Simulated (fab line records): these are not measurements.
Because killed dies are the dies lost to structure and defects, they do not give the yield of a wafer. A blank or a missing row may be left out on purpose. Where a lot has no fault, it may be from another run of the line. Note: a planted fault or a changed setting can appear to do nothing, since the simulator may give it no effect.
The same fault as seen by 2 desks :: flow gf180mcu :: each desk holds nothing but its own numbers, with what lay behind them at the end

TOOL OWNER'S DESK, rie-si-01
The tool's own readings at GF_POLY_GATE_ETCH_13 (etches poly-Si in HBr/Cl2, stops on SiO2, target depth 198.5 nm, time 69.6 s): means of the sampled wafers that have a number, for each lot that ran on this tool. If a lot's mean is further than 4 standard deviations from the usual mean, the lot is out of limits and carries the mark OUT (the distance appears in the brackets).
Columns: A = drypump-motor-current-A at GF_POLY_GATE_ETCH_13, usual 5.8 A; B = oes-product-au at GF_POLY_GATE_ETCH_13, usual 0.990 a.u.; C = throttle-valve-pct at GF_POLY_GATE_ETCH_13, usual 33.684 %
lot: L755
first seen here: day 9 05:59
A: 5.7
B: 0.996
C: 33.687

lot: L756
first seen here: day 9 10:26
A: 6.2
B: 0.992
C: 33.675

lot: L757
first seen here: day 9 18:47
A: 5.5
B: 0.984
C: 33.684

lot: L763
first seen here: day 11 23:32
A: 5.7
B: 0.987
C: 33.683

lot: L768
first seen here: day 13 07:35
A: 5.9
B: 0.985
C: 33.677

lot: L778
first seen here: day 16 13:11
A: 5.7
B: 0.992
C: 33.696
This desk found nothing out of limits on any of the 6 lots.

FROM THE METROLOGY DESK
What the gauges read for every lot (on any tool): the sampled wafers with a number, averaged. If a lot's mean is further than 4 standard deviations from the usual mean, the lot is out of limits and carries the mark OUT (the distance appears in the brackets).
Columns: A = V4_BOW at GF_V4_BOW_MEAS_05, usual 136 um; B = M5_OVL at GF_M5_OVL_MEAS_08, usual 1 nm
lot: L755
first seen here: day 23 09:38
A: 139
B: 0

lot: L756
first seen here: day 23 20:38
A: 148
B: 0

lot: L757
first seen here: day 24 05:55
A: 128
B: -8

lot: L758
first seen here: day 24 13:43
A: 145
B: 4

lot: L759
first seen here: day 25 08:45
A: 131
B: 6

lot: L760
first seen here: day 25 20:24
A: 145
B: 0

lot: L761
first seen here: day 25 21:25
A: 133
B: -7

lot: L762
first seen here: day 26 01:49
A: 136
B: 6

lot: L763
first seen here: day 26 17:07
A: 139
B: 2

lot: L764
first seen here: day 26 22:45
A: 135
B: 9

lot: L766
first seen here: day 27 08:39
A: 139
B: 5

lot: L768
first seen here: day 28 02:17
A: 126
B: -2

lot: L778
first seen here: day 31 00:23
A: 135
B: -4
This desk found nothing out of limits on any of the 13 lots.

TAKEN TOGETHER
Nothing out of limits was seen by the tool owner's desk.
The metrology desk saw nothing out of limits.

WHAT WAS PUT IN BY THE SIMULATOR
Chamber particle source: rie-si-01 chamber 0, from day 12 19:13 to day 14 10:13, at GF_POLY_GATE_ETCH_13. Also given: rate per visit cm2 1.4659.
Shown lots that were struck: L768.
